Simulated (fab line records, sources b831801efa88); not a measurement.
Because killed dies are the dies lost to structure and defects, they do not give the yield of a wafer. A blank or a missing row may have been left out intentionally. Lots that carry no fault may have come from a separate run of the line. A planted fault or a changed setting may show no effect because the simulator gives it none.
8D (eight disciplines) problem report, filled in by code    flow gf180mcu    the parts of the form that need people (team, actions taken, sign-off) are left out

== 1. PROBLEM STATEMENT ==
Mean HV_LDD_CVD_56_THK at GF_HV_LDD_THK_MEAS_57: 99.2 nm over 6 wafers in 2 lots; fault-free wafers: 90.1 nm, standard deviation 0.98. Measured from the usual mean, that is +9.3 standard deviations.
First observed at day 17 11:29: wafer L600.1, on film metro-04. Wafers with a number at this step in the record: 33, from 11 lots. Rule for "out", or "out of limits": more than 4 standard deviations from the usual mean. All remaining wafers that have a number are taken as sound.

== 2. WHAT IT IS AND WHAT IT IS NOT ==
question                     is                      is not
which readings at this step  HV_LDD_CVD_56_THK       -
which lots                   L600, L601              L587, L588, L591, L596, L603, L604, L606, L607, L608
which wafers of those lots   all that have a number  -
read on which gauges         film metro-04           film metro-02, film metro-03
when                         from day 17 11:29       up to then (12 sound wafers); but 15 sound wafers of L603, L604, L606, L607, L608 came after

== 3. WHAT RULES OUT EACH SUSPECT ==
Counting: a tool stays on the suspect list if, at a process step up to the reading, it processed all lots that are out and no sound lot following the first of them.
- ruled out: the gauge at GF_HV_LDD_THK_MEAS_57. All the wafers that are out were read on film metro-04, but those of them that GF_HV_LDD_CVD_56 has rows for are out there too, on other tools.
- rie si-01 at GF_STI_ETCH_14 (etches Si in HBr/Cl2/O2, target depth 360 nm, time 102.9 s): ruled out as a lasting fault. Sound lots L603, L607, L608 ran on it after its first lot that is out, L600 (day 5 01:44).
- lpcvd-02 at GF_HV_LDD_CVD_56 (deposits Si3N4 from DCS/NH3, target thk 90 nm, time 1543 s): ruled out as a lasting fault. Sound lots L604 ran on it after its first lot that is out, L600 (day 17 10:04).
Left after counting: nothing in the record.

== 4. THE CAUSE (what the simulator had put in) ==
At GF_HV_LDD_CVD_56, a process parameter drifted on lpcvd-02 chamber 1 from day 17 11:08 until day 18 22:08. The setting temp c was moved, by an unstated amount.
The count ruled it out by mistake, since the rule takes a fault to strike every lot its tool runs from the start of the fault on, and this one did not do so.

== 5. THE EFFECT CHAIN, in route order ==
Rows list readings where the struck wafers' mean (over those with a number) sits beyond 3 standard deviations from the usual. Readings are gone through only where the record gives a usual standard deviation; hours: the median, over the lots, of the time from a lot's start at the first step in this table giving one to that lot's start at this step; sigmas: the change measured in usual standard deviations.
hours  step                   reading            usual       on struck wafers  change  sigmas
0      GF_HV_LDD_CVD_56       spike tc centre C  770.7 C     777.2             +6.5    +5.4
0      GF_HV_LDD_CVD_56       spike tc lower C   769.8 C     774.0             +4.2    +3.3
0      GF_HV_LDD_CVD_56       spike tc upper C   770.0 C     774.9             +4.9    +4.1
0      GF_HV_LDD_CVD_56       susceptor temp C   769.9 C     775.0             +5.1    +17
1      GF_HV_LDD_THK_MEAS_57  HV_LDD_CVD_56_THK  90.1 nm     99.2              +9.1    +9.3
1      GF_HV_LDD_ETCHBACK_58  oes product au     0.843 a.u.  0.892             +0.049  +6.7
It contains these process steps:
- GF_HV_LDD_CVD_56: deposits Si3N4 from DCS/NH3, target thk 90 nm, time 1543 s.
- GF_HV_LDD_ETCHBACK_58: etches Si3N4 in CH3F/O2, stops on SiO2, time 100 s, target depth 90 nm.

== 6. HOW IT WOULD HAVE BEEN CAUGHT EARLIER ==
0 hours passed between the start of the fault at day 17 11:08 and the first reading out of limits at a measuring or inspecting step in this record, taken at day 17 11:29.
The tool's own readings at GF_HV_LDD_CVD_56 were out on every struck wafer that the step has a row for (spike tc centre C, susceptor temp C): an alarm limit on them would have fired on the first of those.
